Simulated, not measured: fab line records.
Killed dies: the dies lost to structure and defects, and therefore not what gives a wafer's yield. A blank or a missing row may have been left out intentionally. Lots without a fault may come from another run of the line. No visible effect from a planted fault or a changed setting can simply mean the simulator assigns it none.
The tool behind it: which one? / flow sfq line / 13 lots, 39 wafers sampled, at 5 steps of a route of 325

WHAT THE GAUGES READ, wafer by wafer
SFQ_I7_BOW_MEAS_946. Usual: I7_BOW 8 um, standard deviation 13.
lot=L469; measured=day 70 03:17; on=film metro-04; I7_BOW (um)=-3 4 -11; flag=
lot=L470; measured=day 70 14:20; on=film metro-02; I7_BOW (um)=4 10 15; flag=
lot=L472; measured=day 71 14:21; on=film metro-03; I7_BOW (um)=-1 -2 2; flag=
lot=L473; measured=day 71 17:23; on=film metro-03; I7_BOW (um)=-7 -1 -5; flag=
lot=L475; measured=day 71 20:22; on=film metro-04; I7_BOW (um)=-4 -3 -7; flag=
lot=L476; measured=day 72 02:20; on=film metro-04; I7_BOW (um)=-2 1 11; flag=
lot=L478; measured=day 76 20:02; on=film metro-02; I7_BOW (um)=7 16 5; flag=
lot=L479; measured=day 77 09:13; on=film metro-02; I7_BOW (um)=21 9 27; flag=
lot=L480; measured=day 77 12:52; on=film metro-04; I7_BOW (um)=17 23 22; flag=
lot=L481; measured=day 77 16:31; on=film metro-03; I7_BOW (um)=4 -2 9; flag=
lot=L482; measured=day 78 03:17; on=film metro-04; I7_BOW (um)=29 20 2; flag=
lot=L483; measured=day 78 07:17; on=film metro-03; I7_BOW (um)=35 30 24; flag=
lot=L492; measured=day 81 17:46; on=film metro-02; I7_BOW (um)=36 28 21; flag=

EACH LOT AND THE TOOL THAT RAN IT (in order: tool; ch and the chambers of the sampled wafers; start)
lot=L469; SFQ_TRILAYER_L0_CAP_PECVD_011=pecvd-01 ch 1,2, day 3 14:02; SFQ_TRILAYER_L0_VIA_ETCH_VIA_ETCH_016=rie diel-04 ch 2,3, day 5 10:29; SFQ_TRILAYER_M6_BARC_OPEN_METAL_ETCH_206=rie metal-01 ch 0,1, day 64 12:02; SFQ_TRILAYER_I7_DEP_PECVD_183=pecvd-04 ch 0,1, day 69 21:22
lot=L470; SFQ_TRILAYER_L0_CAP_PECVD_011=pecvd-03 ch 0,1, day 3 20:02; SFQ_TRILAYER_L0_VIA_ETCH_VIA_ETCH_016=rie diel-04 ch 0,3, day 5 16:29; SFQ_TRILAYER_M6_BARC_OPEN_METAL_ETCH_206=rie metal-03 ch 0,1, day 65 03:38; SFQ_TRILAYER_I7_DEP_PECVD_183=pecvd-04 ch 0,1, day 70 10:18
lot=L472; SFQ_TRILAYER_L0_CAP_PECVD_011=pecvd-03 ch 1,2, day 4 08:47; SFQ_TRILAYER_L0_VIA_ETCH_VIA_ETCH_016=rie diel-03 ch 0,1,2, day 6 03:19; SFQ_TRILAYER_M6_BARC_OPEN_METAL_ETCH_206=rie metal-04 ch 0,1, day 66 06:02; SFQ_TRILAYER_I7_DEP_PECVD_183=pecvd-04 ch 1,2, day 71 06:49
lot=L473; SFQ_TRILAYER_L0_CAP_PECVD_011=pecvd-01 ch 0,2, day 4 11:55; SFQ_TRILAYER_L0_VIA_ETCH_VIA_ETCH_016=rie diel-04 ch 0,3, day 6 08:05; SFQ_TRILAYER_M6_BARC_OPEN_METAL_ETCH_206=rie metal-01 ch 0,1, day 66 08:27; SFQ_TRILAYER_I7_DEP_PECVD_183=pecvd-04 ch 0,1,2, day 71 10:26
lot=L475; SFQ_TRILAYER_L0_CAP_PECVD_011=pecvd-01 ch 1,2, day 4 16:59; SFQ_TRILAYER_L0_VIA_ETCH_VIA_ETCH_016=rie diel-02 ch 0,1,2, day 6 15:23; SFQ_TRILAYER_M6_BARC_OPEN_METAL_ETCH_206=rie metal-03 ch 0,1, day 66 19:15; SFQ_TRILAYER_I7_DEP_PECVD_183=pecvd-04 ch 1,2, day 71 15:28
lot=L476; SFQ_TRILAYER_L0_CAP_PECVD_011=pecvd-03 ch 0,2, day 5 01:23; SFQ_TRILAYER_L0_VIA_ETCH_VIA_ETCH_016=rie diel-04 ch 0,2, day 6 23:47; SFQ_TRILAYER_M6_BARC_OPEN_METAL_ETCH_206=rie metal-04 ch 0,1, day 67 00:02; SFQ_TRILAYER_I7_DEP_PECVD_183=pecvd-04 ch 1,2, day 71 19:04
lot=L478; SFQ_TRILAYER_L0_CAP_PECVD_011=pecvd-01 ch 1,2, day 5 12:11; SFQ_TRILAYER_L0_VIA_ETCH_VIA_ETCH_016=rie diel-04 ch 0,1, day 7 10:35; SFQ_TRILAYER_M6_BARC_OPEN_METAL_ETCH_206=rie metal-03 ch 0,1, day 68 10:39; SFQ_TRILAYER_I7_DEP_PECVD_183=pecvd-04 ch 0,2, day 76 16:55
lot=L479; SFQ_TRILAYER_L0_CAP_PECVD_011=pecvd-01 ch 0,2, day 5 15:47; SFQ_TRILAYER_L0_VIA_ETCH_VIA_ETCH_016=rie diel-03 ch 0,2,3, day 7 12:59; SFQ_TRILAYER_M6_BARC_OPEN_METAL_ETCH_206=rie metal-01 ch 0,1, day 68 23:50; SFQ_TRILAYER_I7_DEP_PECVD_183=pecvd-04 ch 0,2, day 77 06:07
lot=L480; SFQ_TRILAYER_L0_CAP_PECVD_011=pecvd-04 ch 0,1,2, day 5 21:48; SFQ_TRILAYER_L0_VIA_ETCH_VIA_ETCH_016=rie diel-02 ch 0,1, day 7 20:11; SFQ_TRILAYER_M6_BARC_OPEN_METAL_ETCH_206=rie metal-03 ch 0,1, day 69 05:51; SFQ_TRILAYER_I7_DEP_PECVD_183=pecvd-03 ch 0,1,2, day 77 09:46
lot=L481; SFQ_TRILAYER_L0_CAP_PECVD_011=pecvd-01 ch 0,1,2, day 6 02:36; SFQ_TRILAYER_L0_VIA_ETCH_VIA_ETCH_016=rie diel-02 ch 0,2,3, day 8 03:11; SFQ_TRILAYER_M6_BARC_OPEN_METAL_ETCH_206=rie metal-04 ch 0,1, day 69 14:14; SFQ_TRILAYER_I7_DEP_PECVD_183=pecvd-02 ch 0,1,2, day 77 13:25
lot=L482; SFQ_TRILAYER_L0_CAP_PECVD_011=pecvd-03 ch 0,1,2, day 6 07:30; SFQ_TRILAYER_L0_VIA_ETCH_VIA_ETCH_016=rie diel-04 ch 0,1,2, day 8 07:59; SFQ_TRILAYER_M6_BARC_OPEN_METAL_ETCH_206=rie metal-03 ch 0,1, day 70 02:14; SFQ_TRILAYER_I7_DEP_PECVD_183=pecvd-04 ch 0,1,2, day 78 00:12
lot=L483; SFQ_TRILAYER_L0_CAP_PECVD_011=pecvd-03 ch 0,1, day 6 14:52; SFQ_TRILAYER_L0_VIA_ETCH_VIA_ETCH_016=rie diel-02 ch 0,1,2, day 8 17:37; SFQ_TRILAYER_M6_BARC_OPEN_METAL_ETCH_206=rie metal-01 ch 0,1, day 70 07:02; SFQ_TRILAYER_I7_DEP_PECVD_183=pecvd-02 ch 0,1,2, day 78 04:13
lot=L492; SFQ_TRILAYER_L0_CAP_PECVD_011=pecvd-01 ch 0,2, day 8 16:41; SFQ_TRILAYER_L0_VIA_ETCH_VIA_ETCH_016=rie diel-04 ch 0,1,3, day 11 00:49; SFQ_TRILAYER_M6_BARC_OPEN_METAL_ETCH_206=rie metal-01 ch 1, day 74 00:36; SFQ_TRILAYER_I7_DEP_PECVD_183=pecvd-03 ch 0,1, day 81 13:28
- SFQ_TRILAYER_L0_CAP_PECVD_011: deposits SiO2 from SiH4/N2O, time 13.333 s, target thk 60 nm.
- SFQ_TRILAYER_L0_VIA_ETCH_VIA_ETCH_016: etches SiO2 in CHF3, stops on MoNx KI, target depth 80 nm.
- SFQ_TRILAYER_M6_BARC_OPEN_METAL_ETCH_206: etches BARC in O2, target depth 125 nm, time 41.7 s.
- SFQ_TRILAYER_I7_DEP_PECVD_183: deposits SiO2 from SiH4/N2O, time 111.11 s, target thk 500 nm.

WHAT THE TOOLS THEMSELVES READ (means of the sampled wafers that have a number; where no wafer has one, the mark that the record gives instead)
SFQ_TRILAYER_L0_CAP_PECVD_011. Usual: heater power w 88 W, standard deviation 20; throttle valve pct 25.7 %, standard deviation 1.5.
lot=L469; tool=pecvd-01; heater power w (W)=86; throttle valve pct (%)=24.0; flag=
lot=L470; tool=pecvd-03; heater power w (W)=119; throttle valve pct (%)=25.1; flag=
lot=L472; tool=pecvd-03; heater power w (W)=79; throttle valve pct (%)=26.5; flag=
lot=L473; tool=pecvd-01; heater power w (W)=78; throttle valve pct (%)=24.6; flag=
lot=L475; tool=pecvd-01; heater power w (W)=88; throttle valve pct (%)=24.1; flag=
lot=L476; tool=pecvd-03; heater power w (W)=100; throttle valve pct (%)=26.8; flag=
lot=L478; tool=pecvd-01; heater power w (W)=95; throttle valve pct (%)=24.0; flag=
lot=L479; tool=pecvd-01; heater power w (W)=89; throttle valve pct (%)=24.7; flag=
lot=L480; tool=pecvd-04; heater power w (W)=88; throttle valve pct (%)=26.8; flag=
lot=L481; tool=pecvd-01; heater power w (W)=84; throttle valve pct (%)=24.5; flag=
lot=L482; tool=pecvd-03; heater power w (W)=90; throttle valve pct (%)=25.9; flag=
lot=L483; tool=pecvd-03; heater power w (W)=92; throttle valve pct (%)=25.4; flag=
lot=L492; tool=pecvd-01; heater power w (W)=75; throttle valve pct (%)=25.2; flag=

SFQ_TRILAYER_L0_VIA_ETCH_VIA_ETCH_016. Usual: drypump motor current A 5.57 A, standard deviation 0.24; oes product au 0.843 a.u., standard deviation 0.0077.
lot=L469; tool=rie diel-04; drypump motor current A (A)=5.79; oes product au (a.u.)=0.853; flag=
lot=L470; tool=rie diel-04; drypump motor current A (A)=5.72; oes product au (a.u.)=0.838; flag=
lot=L472; tool=rie diel-03; drypump motor current A (A)=5.61; oes product au (a.u.)=0.837; flag=
lot=L473; tool=rie diel-04; drypump motor current A (A)=5.73; oes product au (a.u.)=0.838; flag=
lot=L475; tool=rie diel-02; drypump motor current A (A)=5.38; oes product au (a.u.)=0.855; flag=
lot=L476; tool=rie diel-04; drypump motor current A (A)=5.73; oes product au (a.u.)=0.845; flag=
lot=L478; tool=rie diel-04; drypump motor current A (A)=5.60; oes product au (a.u.)=0.858; flag=
lot=L479; tool=rie diel-03; drypump motor current A (A)=5.66; oes product au (a.u.)=0.847; flag=
lot=L480; tool=rie diel-02; drypump motor current A (A)=5.56; oes product au (a.u.)=0.843; flag=
lot=L481; tool=rie diel-02; drypump motor current A (A)=5.24; oes product au (a.u.)=0.844; flag=
lot=L482; tool=rie diel-04; drypump motor current A (A)=5.61; oes product au (a.u.)=0.843; flag=
lot=L483; tool=rie diel-02; drypump motor current A (A)=5.36; oes product au (a.u.)=0.840; flag=
lot=L492; tool=rie diel-04; drypump motor current A (A)=5.61; oes product au (a.u.)=0.814; flag=OFF

SFQ_TRILAYER_M6_BARC_OPEN_METAL_ETCH_206. Usual: drypump motor current A 5.62 A, standard deviation 0.28; oes product au 0.685 a.u., standard deviation 0.0043.
lot=L469; tool=rie metal-01; drypump motor current A (A)=5.76; oes product au (a.u.)=0.688; flag=
lot=L470; tool=rie metal-03; drypump motor current A (A)=5.42; oes product au (a.u.)=0.686; flag=
lot=L472; tool=rie metal-04; drypump motor current A (A)=5.96; oes product au (a.u.)=0.687; flag=
lot=L473; tool=rie metal-01; drypump motor current A (A)=5.75; oes product au (a.u.)=0.688; flag=
lot=L475; tool=rie metal-03; drypump motor current A (A)=5.35; oes product au (a.u.)=0.683; flag=
lot=L476; tool=rie metal-04; drypump motor current A (A)=5.98; oes product au (a.u.)=0.684; flag=
lot=L478; tool=rie metal-03; drypump motor current A (A)=5.44; oes product au (a.u.)=0.684; flag=
lot=L479; tool=rie metal-01; drypump motor current A (A)=5.77; oes product au (a.u.)=0.683; flag=
lot=L480; tool=rie metal-03; drypump motor current A (A)=5.37; oes product au (a.u.)=0.689; flag=
lot=L481; tool=rie metal-04; drypump motor current A (A)=5.80; oes product au (a.u.)=0.685; flag=
lot=L482; tool=rie metal-03; drypump motor current A (A)=5.44; oes product au (a.u.)=0.684; flag=
lot=L483; tool=rie metal-01; drypump motor current A (A)=5.75; oes product au (a.u.)=0.685; flag=
lot=L492; tool=rie metal-01; drypump motor current A (A)=5.47; oes product au (a.u.)=0.686; flag=

SFQ_TRILAYER_I7_DEP_PECVD_183. Usual: heater power w 96 W, standard deviation 22; throttle valve pct 25.3 %, standard deviation 1.2.
lot=L469; tool=pecvd-04; heater power w (W)=81; throttle valve pct (%)=26.0; flag=
lot=L470; tool=pecvd-04; heater power w (W)=85; throttle valve pct (%)=26.2; flag=
lot=L472; tool=pecvd-04; heater power w (W)=97; throttle valve pct (%)=25.9; flag=
lot=L473; tool=pecvd-04; heater power w (W)=85; throttle valve pct (%)=25.4; flag=
lot=L475; tool=pecvd-04; heater power w (W)=94; throttle valve pct (%)=25.9; flag=
lot=L476; tool=pecvd-04; heater power w (W)=98; throttle valve pct (%)=26.0; flag=
lot=L478; tool=pecvd-04; heater power w (W)=77; throttle valve pct (%)=25.1; flag=
lot=L479; tool=pecvd-04; heater power w (W)=81; throttle valve pct (%)=24.2; flag=
lot=L480; tool=pecvd-03; heater power w (W)=96; throttle valve pct (%)=25.6; flag=
lot=L481; tool=pecvd-02; heater power w (W)=112; throttle valve pct (%)=24.6; flag=
lot=L482; tool=pecvd-04; heater power w (W)=82; throttle valve pct (%)=25.4; flag=
lot=L483; tool=pecvd-02; heater power w (W)=108; throttle valve pct (%)=24.8; flag=
lot=L492; tool=pecvd-03; heater power w (W)=114; throttle valve pct (%)=24.7; flag=

THE ANSWER, worked out from the rows above alone
Rule: take the mean of a lot's wafers that have a number; if it is more than 3 standard deviations from the usual mean, the lot is off. A lot without any number at a reading at which 4 lots or more have one is off too. Any other lot the step has rows for is counted as sound. The gauges are gone through in route order, then the tools' own readings, and for those a lot's mean is taken as printed above. The first step at which some lot is off is used, and at that step the reading that is off furthest; a lot without a number counts as furthest.
Off: L492, at SFQ_TRILAYER_L0_VIA_ETCH_VIA_ETCH_016 (oes product au).
A tool fits if, at that step or a process step before it, it ran every lot that is off, and no sound lot after the first of them. This does not decide it: 2 tools fit, namely pecvd-01 at SFQ_TRILAYER_L0_CAP_PECVD_011 and rie diel-04 at SFQ_TRILAYER_L0_VIA_ETCH_VIA_ETCH_016.

WHAT THE SIMULATOR PUT IN
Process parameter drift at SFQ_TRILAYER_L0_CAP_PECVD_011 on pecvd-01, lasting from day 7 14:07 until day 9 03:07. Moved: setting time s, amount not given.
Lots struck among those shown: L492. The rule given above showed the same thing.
